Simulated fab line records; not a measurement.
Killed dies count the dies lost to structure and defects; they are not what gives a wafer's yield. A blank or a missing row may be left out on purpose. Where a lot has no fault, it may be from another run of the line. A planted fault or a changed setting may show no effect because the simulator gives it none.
A lot that was struck, set against a sound lot :: flow sky130 :: 17 steps out of a route of 708
Sound: the wafers L982.3, L982.4, L982.6. Wafers L989.2, L989.3, L989.6 were the ones struck. The cause is given at the end.
Per side, at each step with rows, come the tool, then ch with its chambers, and then its first start. Under that, the readings that differ: sound wafers :: struck wafers :: difference of the means :: sigmas: that difference in standard deviations of wafers without a fault.
alike: same words and numbers on both sides, and readings whose means sit less than 2 such deviations apart. not compared: any withheld reading, any reading some wafer has no value for, any bound like >300 that may hide the same value, and any number with overlapping values for which the record gives no deviation.
The two part at a step that has a row with sigmas, a row that says differs or no value, or rows on one side only. Numbers that have no deviation but don't overlap get no sigmas and don't part them. A reading that every wafer of one side lacks parts them only if that side has two wafers or more.

SKY_LDD_P_OVL_MEAS_08:
  sound on overlay-02, day 23 05:54; struck on overlay-02, day 25 20:18
  alike: LDD_P_OVL
following that, these wafers have no rows for 1 step: SKY_LDD_P_IMPLANT_09.
SKY_LDD_P_STRIP_10: strips in O2/N2.
  sound on plasma-asher-03 ch 0,1, day 23 06:07; struck on plasma-asher-03 ch 0,1, day 25 20:29
  alike: drypump-motor-current-A, oes-product-au, strip-time-to-endpoint-s
  not compared: rf-hours-counter-h
SKY_LDD_P_TW_MEAS_11:
  sound on film-metro-02, day 23 06:11; struck on film-metro-03, day 25 20:35
  alike: LDD_P_TW
then, 7 steps without rows for these wafers: SKY_LDD_HVN_DEHYDRATE_00 (time 60 s); SKY_LDD_HVN_HMDS_01 (prime time 60 s); SKY_LDD_HVN_COAT_02 (resist thk 300 nm); SKY_LDD_HVN_SOFTBAKE_03 (time 60 s); SKY_LDD_HVN_EXPOSE_04 (exposes mask HVNTM, target cd 700 nm); SKY_LDD_HVN_PEB_05; SKY_LDD_HVN_DEVELOP_06 (develop time 60 s).
SKY_LDD_HVN_OVL_MEAS_07:
  sound on overlay-02, day 24 12:23; struck on overlay-02, day 27 01:38
  alike: LDD_HVN_OVL
SKY_LDD_HVN_IMPLANT_08:
  sound on implanter-04 ch 0, day 24 12:27; struck on implanter-02 ch 0, day 27 01:41
reading: beam-energy-keV
sound: 60.002 59.986 59.981
struck: 73.813 73.828 73.849
difference: +13.840
sigmas: +99 or more

reading: model.implant.rp-nm (nm)
sound: 55.54 55.54 55.54
struck: 67.69 67.69 67.69
difference: +12.15
sigmas: 

reading: model.implant.drp-nm (nm)
sound: 28.15 28.15 28.15
struck: 33.7 33.7 33.7
difference: +5.6
sigmas: 
  alike: beam-on-s, dose-ions-cm2
SKY_LDD_HVN_STRIP_09: strips in O2/N2.
  sound on plasma-asher-01 ch 0,1, day 24 12:35; struck on plasma-asher-02 ch 0,1, day 27 01:49
  alike: drypump-motor-current-A, oes-product-au, strip-time-to-endpoint-s
  not compared: rf-hours-counter-h
SKY_LDD_HVN_TW_MEAS_10:
  sound on film-metro-01, day 24 12:40; struck on film-metro-03, day 27 01:55
reading: LDD_HVN_TW
sound: 1456 1444 1446
struck: 1508 1516 1517
difference: +65
sigmas: +5
then, 1 step without rows for these wafers: SKY_LDD_HVP_DEHYDRATE_00 (time 60 s).
-- record jumps: 23 days separate the struck wafers' starts on either side; left off in module LDD_HVP, taken up again in module PAD_OPEN, whose first shown step is the route's number 708 --
SKY_PAD_OPEN_PROBE_99:
  sound on prober-01, day 48 18:19; struck on prober-01, day 50 05:32
reading: model.etest.tip_n_5v.rs-ohm-sq
sound: 1373 1388 1393
struck: 1282 1277 1265
difference: -110
sigmas: 

reading: model.etest.nfet-g5v0d10v5.r-on-ohm-um
sound: 1915 1904 1901
struck: 1871 1840 1836
difference: -58
sigmas: 

reading: model.etest.nfet-g5v0d10v5.vt-sat-v (V)
sound: 0.7732 0.7708 0.7785
struck: 0.7343 0.7218 0.7278
difference: -0.0462
sigmas: 

reading: model.etest.nfet-g5v0d10v5.vt-v (V)
sound: 0.8348 0.8288 0.8364
struck: 0.811 0.7929 0.8012
difference: -0.032
sigmas: 
  alike: killed_at_M0_to_M3, killed_at_M4_up, killed-at-contacts, killed-at-front-end, killed-at-other, killed-dies, killed-on-rim, killed-open, killed-short

WHERE THEY PART
First at SKY_LDD_HVN_IMPLANT_08; last, within this record, at SKY_LDD_HVN_TW_MEAS_10. Later steps at which nothing parts them and some readings are alike: SKY_PAD_OPEN_PROBE_99.

WHY: what had been put in by the simulator
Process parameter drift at SKY_LDD_HVN_IMPLANT_08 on implanter-02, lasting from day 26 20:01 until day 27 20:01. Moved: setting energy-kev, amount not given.
